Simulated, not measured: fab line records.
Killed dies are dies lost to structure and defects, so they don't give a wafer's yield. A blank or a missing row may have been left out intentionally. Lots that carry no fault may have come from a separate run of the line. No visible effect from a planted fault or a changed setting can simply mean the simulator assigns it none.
fab line records ; flow sky130
[record] lots = 7; wafers = 21; lastDay = 50
route steps=708 shown POLY_CUT@314 SD_P@320 PAD_OPEN@708
lots with no fault: from the same line, run without faults
startH: hours from the record's opening day to when the first of the lot's shown wafers began ; waitH: hours elapsed since this lot's preceding step ; " as in the row above ; L1.1+2: one row covering several wafers at once ; - value missing, or start not given ; * or withheld: withheld ; < > ~ a bound
route shown NAME@n: NAME is a module with steps in the file, n the number in the route of the first one ; usual: the fault-free wafers' mean and standard deviation ; same: alike in all rows ; chamber/n: place in a boat ; sites: readings site by site ; _std_site: standard deviation of those values ; _edge_site: outer sites' mean less inner sites' ; radiusMm: for every site, how far away it sits from the centre of the wafer ; mask NAME#n: copy n ; behind: tool/chamber where the wafer was last shaped ; hold: why the lot was held/for how many hours/how that ended ; device: the n, p or np transistor that did not switch ; end of line: the tests these same wafers got at the end of their route ; a step without rows: its recipe alone ; killed: dies that structure and defects cost at the first sort, which is not the same as the wafer's yield ; map: a wafer's dies, x killed, . not, _ none there
set.NAME: the setting that was run; set.NAME@STEP: the one run at that earlier step ; model.NAME: the simulator's own value behind a step, which no gauge read
lots at some steps of the route; a table a step, a row a wafer
services: a tool's chamber out of use, with start hour (startH, from the record's first day; less than 0 if before it), hours out, and reason
[[steps]]
[step SKY_POLY_CUT_DEVELOP_07]
[recipe] developTimeS = 60; resist = KrF-thick; devTempC = 21
[step SKY_POLY_CUT_CD_MEAS_08]
[recipe] targetCdNm = 270
[usual] cdNm = 269.6/1.5
lot.wafer;tool;chamber;startH;waitH;cdNm
L700.3;cdSem-01;-;606.50;-;269.1
L700.4;cdSem-01;-;606.50;-;268.7
L700.6;cdSem-01;-;606.50;-;270.1
L704.1;cdSem-01;-;643.26;-;269.3
L704.3;cdSem-01;-;643.26;-;267.1
L704.5;cdSem-01;-;643.26;-;268.5
L705.1;cdSem-02;-;653.46;-;269.3
L705.3;cdSem-02;-;653.46;-;271.1
L705.4;cdSem-02;-;653.46;-;272.6
L706.1;cdSem-02;-;661.63;-;267.4
L706.3;cdSem-02;-;661.63;-;266.0
L706.5;cdSem-02;-;661.63;-;266.6
L712.2;cdSem-02;-;699.58;-;271.3
L712.5;cdSem-02;-;699.58;-;271.8
L712.6;cdSem-02;-;699.58;-;271.2
L716.1;cdSem-02;-;739.48;-;267.2
L716.3;cdSem-02;-;739.48;-;266.5
L716.6;cdSem-02;-;739.48;-;268.0
L717.1;cdSem-02;-;742.56;-;269.7
L717.3;cdSem-02;-;742.56;-;269.9
L717.5;cdSem-02;-;742.56;-;270.1
[step SKY_POLY_CUT_OVL_MEAS_09]
[usual] POLY_CUT_OVL = 0/4.6
lot.wafer;tool;chamber;startH;waitH;POLY_CUT_OVL[nm]
L700.3;overlay-02;-;606.59;0.1;0
L700.4;overlay-02;-;606.59;0.1;-5
L700.6;overlay-02;-;606.59;0.1;-9
L704.1;overlay-02;-;643.38;0.1;-3
L704.3;overlay-02;-;643.38;0.1;2
L704.5;overlay-02;-;643.38;0.1;2
L705.1;overlay-01;-;653.58;0.1;4
L705.3;overlay-01;-;653.58;0.1;-1
L705.4;overlay-01;-;653.58;0.1;-4
L706.1;overlay-02;-;661.75;0.1;2
L706.3;overlay-02;-;661.75;0.1;8
L706.5;overlay-02;-;661.75;0.1;5
L712.2;overlay-02;-;699.68;0.1;3
L712.5;overlay-02;-;699.68;0.1;-2
L712.6;overlay-02;-;699.68;0.1;3
L716.1;overlay-02;-;739.60;0.1;-5
L716.3;overlay-02;-;739.60;0.1;2
L716.6;overlay-02;-;739.60;0.1;1
L717.1;overlay-02;-;742.68;0.1;0
L717.3;overlay-02;-;742.68;0.1;1
L717.5;overlay-02;-;742.68;0.1;-6
[step SKY_POLY_CUT_ETCH_10]
[recipe] chemistry = N2/H2; target = BARC; ionEnergyEv = 200; sourceW = 500; biasW = 100; pressureMtorr = 30; n2FlowSccm = 100; h2FlowSccm = 200; stopOn = SiO2; timeS = 45.9; targetDepthA = 600
[usual] drypumpMotorCurrentA = 5.5/0.44; n2FlowSccm = 99.9/0.3; oesProductAu = 0.855/0.0049; rfFwdPowerW = 494.1/2.2; throttleValvePct = 13.225/0.0096
lot.wafer;tool;chamber;startH;waitH;drypumpMotorCurrentA;n2FlowSccm;oesProductAu;rfFwdPowerW;rfHoursCounterH;throttleValvePct
L700.3;rieDiel-03;3;606.61;0.0;5.8;100.0;0.855;495.8;13;13.229
L700.4;rieDiel-03;2;606.61;0.0;6.0;100.1;0.860;492.3;4;13.227
L700.6;rieDiel-03;1;606.61;0.0;5.0;100.3;0.856;497.1;-;13.227
L704.1;rieDiel-01;3;643.41;0.0;6.1;100.1;0.854;493.4;9;13.232
L704.3;rieDiel-01;2;643.41;0.0;5.7;99.8;0.850;491.0;3;13.232
L704.5;rieDiel-01;0;643.41;0.0;5.3;100.2;0.855;494.4;-;13.213
L705.1;rieDiel-02;0;653.61;0.0;4.8;100.3;0.850;495.4;32;13.226
L705.3;rieDiel-02;3;653.61;0.0;5.2;99.5;0.862;493.5;8;13.209
L705.4;rieDiel-02;1;653.61;0.0;5.6;99.7;0.859;491.3;4;13.227
L706.1;rieDiel-03;1;661.78;0.0;5.0;100.4;0.847;494.8;64;13.221
L706.3;rieDiel-03;0;661.78;0.0;4.6;100.2;0.856;499.4;1;13.230
L706.5;rieDiel-03;2;661.78;0.0;6.0;100.3;0.852;496.3;-;13.228
L712.2;rieDiel-02;2;699.71;0.0;5.5;99.9;0.854;493.5;16;13.222
L712.5;rieDiel-02;1;699.71;0.0;5.6;99.7;0.867;493.1;-;13.217
L712.6;rieDiel-02;2;699.71;0.0;5.5;99.9;0.861;494.9;-;13.215
L716.1;rieDiel-01;1;739.63;0.0;5.8;99.9;0.856;491.9;5;13.219
L716.3;rieDiel-01;2;739.63;0.0;5.8;100.1;0.859;490.5;5;13.237
L716.6;rieDiel-01;0;739.63;0.0;5.3;99.9;0.850;493.9;-;13.231
L717.1;rieDiel-02;1;742.71;0.0;5.6;99.8;0.853;491.7;6;13.234
L717.3;rieDiel-02;3;742.71;0.0;5.2;99.9;0.854;492.2;9;13.233
L717.5;rieDiel-02;2;742.71;0.0;5.5;99.8;0.855;493.3;-;13.228
[step SKY_POLY_CUT_ETCH_11]
[recipe] target = Si3N4; chemistry = CF4/CH2F2/Ar; stopOn = poly-Si; sourceW = 600; biasW = 150; pressureMtorr = 40; cf4FlowSccm = 40; ch2f2FlowSccm = 20; Ar_flow_sccm = 150; timeS = 42.5; targetDepthA = 600
[usual] drypumpMotorCurrentA = 5.4/0.44; mfcArSccm = 150.0/0.44; oesProductAu = 0.828/0.0064; rfFwdPowerW = 592.7/2.9; throttleValvePct = 14.994/0.01
lot.wafer;tool;chamber;startH;waitH;drypumpMotorCurrentA;mfcArSccm;oesProductAu;rfFwdPowerW;rfHoursCounterH;throttleValvePct
L700.3;rieDiel-03;3;606.65;0.0;5.8;150.2;0.835;589.6;13;15.005
L700.4;rieDiel-03;2;606.65;0.0;6.0;149.8;0.827;592.2;4;14.994
L700.6;rieDiel-03;1;606.65;0.0;5.0;150.1;0.833;599.8;-;14.984
L704.1;rieDiel-01;3;643.45;0.0;6.1;150.1;0.841;592.5;10;14.990
L704.3;rieDiel-01;2;643.45;0.0;5.7;150.0;0.837;591.1;3;14.995
L704.5;rieDiel-01;0;643.45;0.0;5.3;149.6;0.840;592.8;-;14.992
L705.1;rieDiel-02;0;653.65;0.0;4.8;149.9;0.815;593.7;32;15.000
L705.3;rieDiel-02;3;653.65;0.0;5.2;149.9;0.823;593.9;8;14.983
L705.4;rieDiel-02;1;653.65;0.0;5.6;149.9;0.818;588.6;4;14.983
L706.1;rieDiel-03;1;661.83;0.0;4.9;150.3;0.833;595.7;64;14.980
L706.3;rieDiel-03;0;661.83;0.0;4.6;149.8;0.837;595.2;1;14.997
L706.5;rieDiel-03;2;661.83;0.0;6.0;150.9;0.829;594.2;-;14.987
L712.2;rieDiel-02;2;699.75;0.0;5.5;149.1;0.828;595.4;16;14.981
L712.5;rieDiel-02;1;699.75;0.0;5.6;150.6;0.833;589.7;-;14.987
L712.6;rieDiel-02;2;699.75;0.0;5.5;149.9;0.822;595.9;-;14.979
L716.1;rieDiel-01;1;739.68;0.0;5.7;150.0;0.821;595.1;5;14.968
L716.3;rieDiel-01;2;739.68;0.0;5.7;149.1;0.813;593.7;5;15.000
L716.6;rieDiel-01;0;739.68;0.0;5.3;150.9;0.815;594.4;-;15.000
L717.1;rieDiel-02;1;742.76;0.0;5.6;150.0;0.826;591.8;6;14.973
L717.3;rieDiel-02;3;742.76;0.0;5.2;150.5;0.826;592.8;9;14.973
L717.5;rieDiel-02;2;742.76;0.0;5.5;150.5;0.827;593.0;-;15.012
[step SKY_POLY_CUT_STRIP_12]
[recipe] chemistry = O2/N2; powerW = 1400; pressureMtorr = 1500; platenTempC = withheld; o2FlowSccm = 3000; n2FlowSccm = 300; overashFraction = 0.5
[usual] drypumpMotorCurrentA = 5.7/0.59; n2FlowSccm = 300.0/0.89; oesProductAu = 0.452/0.0043; stripTimeToEndpointS = 5.365/0.016
lot.wafer;tool;chamber;startH;waitH;drypumpMotorCurrentA;n2FlowSccm;oesProductAu;rfHoursCounterH;stripTimeToEndpointS
L700.3;plasmaAsher-03;0;606.73;0.1;5.2;299.0;0.449;-;5.360
L700.4;plasmaAsher-03;1;606.73;0.1;6.3;299.7;0.460;-;5.351
L700.6;plasmaAsher-03;0;606.73;0.1;5.2;297.3;0.452;-;5.363
L704.1;plasmaAsher-02;1;643.50;0.0;6.5;300.8;0.455;92;5.379
L704.3;plasmaAsher-02;0;643.50;0.0;5.1;298.9;0.453;-;5.344
L704.5;plasmaAsher-02;0;643.50;0.0;5.1;300.9;0.457;-;5.345
L705.1;plasmaAsher-02;0;653.70;0.0;5.1;301.1;0.456;93;5.376
L705.3;plasmaAsher-02;1;653.70;0.0;6.4;301.3;0.455;-;5.353
L705.4;plasmaAsher-02;0;653.70;0.0;5.1;301.0;0.452;-;5.375
L706.1;plasmaAsher-02;1;661.87;0.0;6.4;301.3;0.446;93;5.382
L706.3;plasmaAsher-02;1;661.87;0.0;6.4;300.5;0.457;-;5.378
L706.5;plasmaAsher-02;0;661.87;0.0;5.1;300.7;0.455;-;5.388
L712.2;plasmaAsher-01;0;699.80;0.0;6.1;299.8;0.450;88;5.386
L712.5;plasmaAsher-01;0;699.80;0.0;6.1;302.3;0.457;-;5.369
L712.6;plasmaAsher-01;1;699.80;0.0;5.2;299.8;0.450;-;5.348
L716.1;plasmaAsher-01;1;739.72;0.0;5.2;299.6;0.456;92;5.379
L716.3;plasmaAsher-01;1;739.72;0.0;5.2;299.2;0.452;-;5.342
L716.6;plasmaAsher-01;0;739.72;0.0;6.1;300.0;0.450;-;5.383
L717.1;plasmaAsher-02;1;742.80;0.0;6.4;300.4;0.448;0;5.363
L717.3;plasmaAsher-02;1;742.80;0.0;6.4;302.2;0.459;-;5.366
L717.5;plasmaAsher-02;0;742.80;0.0;5.1;301.0;0.452;-;5.371
[step SKY_SD_P_DEHYDRATE_00]
[recipe] tempC = 200; timeS = 60
[step SKY_SD_P_HMDS_01]
[recipe] primeTimeS = 60; primeTempC = 120
[step SKY_SD_P_COAT_02]
[recipe] resist = NOVOLAK; spinRpm = 3000; resistThkNm = 1140
[step SKY_SD_P_SOFTBAKE_03]
[recipe] tempC = 90; timeS = 60; resist = NOVOLAK
[step SKY_SD_P_EXPOSE_04]
[recipe] maskId = PSDM; na = 0.6; sourceShape = conventional; sigmaOuter = 0.6; polarization = unpolarized; targetCdNm = 380; doseMj = 138
[step SKY_SD_P_PEB_05]
[recipe] tempC = withheld; timeS = *; resist = NOVOLAK
[step SKY_SD_P_DEVELOP_06]
[recipe] resist = NOVOLAK; developer = TMAH; developTimeS = 60; devTempC = 23
[usual] developerTempC = 23.01/0.1; resistLineTempC = 22.98/0.087
lot.wafer;tool;chamber;startH;waitH;developerTempC;resistLineTempC
L700.3;lithoTrack-01;0;636.01;0.1;23.20;22.88
L700.4;lithoTrack-01;0;636.01;0.1;23.15;22.94
L700.6;lithoTrack-01;0;636.01;0.1;22.97;22.95
L704.1;lithoTrack-04;0;669.22;0.1;20.64;23.11
L704.3;lithoTrack-04;0;669.22;0.1;20.76;23.02
L704.5;lithoTrack-04;0;669.22;0.1;20.54;23.10
L705.1;lithoTrack-04;0;680.92;0.1;20.85;23.22
L705.3;lithoTrack-04;0;680.92;0.1;20.95;23.13
L705.4;lithoTrack-04;0;680.92;0.1;20.69;22.92
L706.1;lithoTrack-04;0;687.62;0.1;20.52;22.90
L706.3;lithoTrack-04;0;687.62;0.1;20.88;23.11
L706.5;lithoTrack-04;0;687.62;0.1;20.65;22.98
L712.2;lithoTrack-02;0;727.10;0.1;22.83;22.99
L712.5;lithoTrack-02;0;727.10;0.1;22.87;23.04
L712.6;lithoTrack-02;0;727.10;0.1;23.02;22.94
L716.1;lithoTrack-04;0;766.22;0.1;23.05;22.90
L716.3;lithoTrack-04;0;766.22;0.1;22.98;22.88
L716.6;lithoTrack-04;0;766.22;0.1;23.08;22.98
L717.1;lithoTrack-02;0;768.73;0.1;23.10;22.92
L717.3;lithoTrack-02;0;768.73;0.1;22.90;22.95
L717.5;lithoTrack-02;0;768.73;0.1;22.92;22.97
[step SKY_SD_P_CD_MEAS_07]
[recipe] targetCdNm = 380
[usual] cdNm = 379.9/2.2
lot.wafer;tool;chamber;startH;waitH;cdNm
L700.3;cdSem-02;-;636.15;0.1;377.5
L700.4;cdSem-02;-;636.15;0.1;379.5
L700.6;cdSem-02;-;636.15;0.1;378.5
L704.1;cdSem-02;-;669.37;0.1;387.2
L704.3;cdSem-02;-;669.37;0.1;386.8
L704.5;cdSem-02;-;669.37;0.1;385.5
L705.1;cdSem-02;-;681.07;0.1;390.4
L705.3;cdSem-02;-;681.07;0.1;390.6
L705.4;cdSem-02;-;681.07;0.1;388.6
L706.1;cdSem-01;-;687.77;0.1;381.6
L706.3;cdSem-01;-;687.77;0.1;387.3
L706.5;cdSem-01;-;687.77;0.1;382.5
L712.2;cdSem-02;-;727.25;0.1;379.2
L712.5;cdSem-02;-;727.25;0.1;382.0
L712.6;cdSem-02;-;727.25;0.1;380.2
L716.1;cdSem-02;-;766.37;0.1;373.6
L716.3;cdSem-02;-;766.37;0.1;376.7
L716.6;cdSem-02;-;766.37;0.1;374.9
L717.1;cdSem-02;-;768.88;0.1;376.3
L717.3;cdSem-02;-;768.88;0.1;379.7
L717.5;cdSem-02;-;768.88;0.1;377.6
[step SKY_SD_P_OVL_MEAS_08]
[usual] SD_P_OVL = -0.3/1.4
lot.wafer;tool;chamber;startH;waitH;SD_P_OVL[nm]
L700.3;overlay-01;-;636.24;0.1;-1.4
L700.4;overlay-01;-;636.24;0.1;-1.1
L700.6;overlay-01;-;636.24;0.1;-0.3
L704.1;overlay-02;-;669.49;0.1;-2.9
L704.3;overlay-02;-;669.49;0.1;-1.4
L704.5;overlay-02;-;669.49;0.1;-4.3
L705.1;overlay-01;-;681.19;0.1;0.5
L705.3;overlay-01;-;681.19;0.1;0.6
L705.4;overlay-01;-;681.19;0.1;-0.3
L706.1;overlay-02;-;687.89;0.1;-1.7
L706.3;overlay-02;-;687.89;0.1;-1.8
L706.5;overlay-02;-;687.89;0.1;-1.0
L712.2;overlay-01;-;727.35;0.1;-1.4
L712.5;overlay-01;-;727.35;0.1;-0.5
L712.6;overlay-01;-;727.35;0.1;-0.9
L716.1;overlay-01;-;766.49;0.1;2.3
L716.3;overlay-01;-;766.49;0.1;0.4
L716.6;overlay-01;-;766.49;0.1;0.9
L717.1;overlay-02;-;769.00;0.1;1.5
L717.3;overlay-02;-;769.00;0.1;1.9
L717.5;overlay-02;-;769.00;0.1;1.9
[step SKY_PAD_OPEN_PROBE_99]
[usual] killed_at_M0_to_M3 = 42/6.8; killed_at_M4_up = 3.2/1.8; killedAtContacts = 25/5.4; killedAtFrontEnd = 15/4.5; killedAtOther = 0.3/0.56; killedDies = 85/9.7; killedOpen = 46/7.1; killedShort = 39/6.5
[same] grossDies = 492; killedAtBackSide = 0
lot.wafer;tool;chamber;startH;waitH;killed_at_M0_to_M3;killed_at_M4_up;killedAtContacts;killedAtFrontEnd;killedAtOther;killedDies;killedOpen;killedShort
L704.1;prober-01;-;1135.53;0.1;44;5;20;8;0;77;48;29
L704.3;prober-01;-;1135.63;0.2;34;5;17;12;0;68;39;29
L704.5;prober-01;-;1135.73;0.2;40;0;33;12;0;85;49;36
L705.4;prober-02;-;1142.04;0.2;38;6;30;12;0;86;49;37
L706.1;prober-01;-;1143.09;0.1;43;5;29;12;0;89;50;39
L706.3;prober-01;-;1143.19;0.2;35;2;19;14;0;70;43;27
L706.5;prober-01;-;1143.29;0.2;34;2;16;11;1;64;34;30
L716.1;prober-02;-;1198.04;0.1;52;4;28;12;0;96;46;49
L716.3;prober-02;-;1198.14;0.2;62;4;22;17;0;105;58;47
L716.6;prober-02;-;1198.29;0.2;51;4;20;13;0;88;46;42
// killed by level:class
L704.1 VIA1:geometricParticle:open=13 VIA2:geometricParticle:open=7 LI_CONTACT:geometricParticle:open=6 VIA3:geometricParticle:open=6 FIELD_ISO:geometricParticle:open=5 LOCAL_INTERCONNECT:geometricParticle:short=5 CONTACT:geometricParticle:open=5 VIA1:geometricParticle:short=5
L704.3 VIA1:geometricParticle:open=10 LI_CONTACT:geometricParticle:open=7 CONTACT:geometricParticle:open=6 FIELD_ISO:geometricParticle:short=5 VIA2:geometricParticle:open=5 FIELD_ISO:geometricParticle:open=4 VIA1:geometricParticle:short=4 VIA3:geometricParticle:open=4
L704.5 LI_CONTACT:geometricParticle:open=12 VIA1:geometricParticle:open=12 CONTACT:geometricParticle:open=8 CONTACT:geometricParticle:short=7 VIA2:geometricParticle:open=6 LOCAL_INTERCONNECT:geometricParticle:short=5 VIA1:geometricParticle:short=5 FIELD_ISO:geometricParticle:open=4
L705.4 CONTACT:geometricParticle:open=11 VIA2:geometricParticle:open=7 VIA1:geometricParticle:open=7 LI_CONTACT:geometricParticle:open=6 VIA1:geometricParticle:short=6 CONTACT:geometricParticle:short=5 VIA3:geometricParticle:open=5 LI_CONTACT:geometricParticle:short=4
L706.1 CONTACT:geometricParticle:open=10 LI_CONTACT:geometricParticle:open=8 VIA1:geometricParticle:open=8 VIA3:geometricParticle:short=7 CONTACT:geometricParticle:short=5 METAL1:geometricParticle:short=5 VIA2:geometricParticle:open=5 METAL3:geometricParticle:short=5
L706.3 CONTACT:geometricParticle:open=8 VIA1:geometricParticle:open=8 VIA3:geometricParticle:open=8 LI_CONTACT:geometricParticle:open=7 FIELD_ISO:geometricParticle:open=6 VIA1:geometricParticle:short=4 METAL2:geometricParticle:short=4 METAL1:geometricParticle:short=3
L706.5 CONTACT:geometricParticle:open=9 VIA3:geometricParticle:open=8 VIA1:geometricParticle:short=6 VIA1:geometricParticle:open=5 METAL1:geometricParticle:short=5 LI_CONTACT:geometricParticle:open=4 VIA3:geometricParticle:short=3 FIELD_ISO:geometricParticle:open=2
L716.1 CONTACT:geometricParticle:open=10 VIA2:geometricParticle:open=9 VIA1:geometricParticle:open=9 CONTACT:geometricParticle:short=7 VIA1:geometricParticle:short=7 LOCAL_INTERCONNECT:geometricParticle:short=6 METAL1:geometricParticle:short=6 VIA2:geometricParticle:short=5
L716.3 VIA1:geometricParticle:open=21 METAL2:geometricParticle:short=10 VIA3:geometricParticle:open=8 FIELD_ISO:geometricParticle:short=7 LI_CONTACT:geometricParticle:open=6 METAL1:geometricParticle:short=6 CONTACT:geometricParticle:open=6 VIA1:geometricParticle:short=5
L716.6 VIA1:geometricParticle:open=12 METAL1:geometricParticle:short=7 CONTACT:geometricParticle:short=7 METAL2:geometricParticle:short=7 CONTACT:geometricParticle:open=6 FIELD_ISO:geometricParticle:open=5 METAL3:geometricParticle:short=4 POLY_GATE:geometricParticle:open=4
[[services]]
tool;chamber;startH;hours;kind
rieDiel-03;-;584.22;0.3;repair
rieDiel-01;2;584.29;14.7;repair
plasmaAsher-01;-;612.99;1.9;repair
rieDiel-03;0;614.76;-;clean
rieDiel-03;0;614.76;19.9;scheduledDown
rieDiel-03;0;614.76;19.9;ventCycle
plasmaAsher-03;-;617.43;2.5;repair
rieDiel-03;1;622.78;2.8;repair
plasmaAsher-03;-;624.39;2.8;pm
rieDiel-03;1;665.48;-;clean
rieDiel-03;1;665.48;22.8;scheduledDown
rieDiel-03;1;665.48;22.8;ventCycle
rieDiel-01;0;680.25;7.7;repair
plasmaAsher-01;-;696.23;2.8;pm
rieDiel-03;2;697.61;7.7;repair
rieDiel-01;2;707.93;4.2;repair
plasmaAsher-02;-;733.79;9.0;pm
plasmaAsher-02;0;733.79;9.0;ventCycle
plasmaAsher-02;1;733.79;9.0;ventCycle
rieDiel-02;0;734.77;2.6;repair
plasmaAsher-02;0;742.79;-;clean
rieDiel-01;0;744.38;8.8;repair
rieDiel-03;-;756.25;0.6;repair
rieDiel-02;-;766.01;2.8;pm
[[key]]
[firstSign] step = SKY_SD_P_DEVELOP_06; reading = developerTempC; direction = down; sigmas = 22; usual = *; struck = *
[effect] step = SKY_SD_P_CD_MEAS_07; reading = cdNm; direction = up; sigmas = 3.2; usual = 379.9; struck = 386.7; through = controlLoop
metAt SKY_SD_P_DEVELOP_06
struckWafers L704.1,L704.3,L704.5,L705.1,L705.3,L705.4,L706.1,L706.3,L706.5
testerLeftOut L704,L705,L706
[loopTrim] step = SKY_SD_P_EXPOSE_04; setting = dose; lots = L706
[fault] kind = processParameterDrift; tool = lithoTrack-04; chamber = -; onsetH = 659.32; steps = SKY_SD_P_DEVELOP_06; channel = devTempC; offset = *; shape = step; endH = 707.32; actsIn = *; stated = *
// testerLeftOut: of these lots the tester's yield and bins aren't shown, on N5 and GAA mostly nor the transistor test; their killed dies are dies lost to structure and defects alone, not to doping, threshold or leakage, so they don't give the yield
// loopTrim: a control loop set the setting to another value than it would have without faults
